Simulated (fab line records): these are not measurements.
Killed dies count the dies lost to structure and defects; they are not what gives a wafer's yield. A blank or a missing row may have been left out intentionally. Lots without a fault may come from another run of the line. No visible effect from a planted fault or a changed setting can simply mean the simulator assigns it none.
Chamber matching ; flow sky130 ; SKY_VIA4_ETCH_12 on rie diel-04 has 4 sister chambers
The step etches SiO2 in C4F8/O2/Ar, stops on TiN, target depth 580 nm. 4 wafers are shown with their chamber, then 7 later ones without.

WAFERS PAIRED WITH THEIR CHAMBERS
wafer;chamber;oes product au (a.u.)
L361.3;0;0.928
L361.4;2;0.935
L362.2;3;0.919
L362.5;1;0.926

WAFERS WITHOUT THEIR CHAMBER
wafer;oes product au (a.u.)
L362.6;0.922
L363.1;0.935
L363.4;0.919
L363.5;0.925
L365.1;0.925
L365.5;0.926
L365.6;0.931

CHAMBER TAKEN BY EACH
wafer;from the rows above;in truth
L362.6;can't be placed: 3 or 1 or 0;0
L363.1;2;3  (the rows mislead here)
L363.4;3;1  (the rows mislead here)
L363.5;can't be placed: 1 or 0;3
L365.1;can't be placed: 1 or 0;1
L365.5;can't be placed: 1 or 0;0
L365.6;can't be placed: 0 or 2 or 1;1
Placed correctly: 0 of 7. Cannot be placed on the basis of these rows: 5; the candidates contain the true chamber in 4. Number placed wrongly: 2.
How it was worked out, from the rows above alone: a wafer's distance from a chamber is the root of the sum, over the readings, of the square of ((its reading less the chamber's mean) divided by the reading's scatter). If the next closest chamber is less than 2 further off than the closest, the wafer can't be placed; otherwise it belongs to the closest. The mean given for a chamber averages the wafers shown for that chamber. The scatter: root of mean squared gap, hidden wafer to nearest shown wafer, with one shown wafer a chamber.
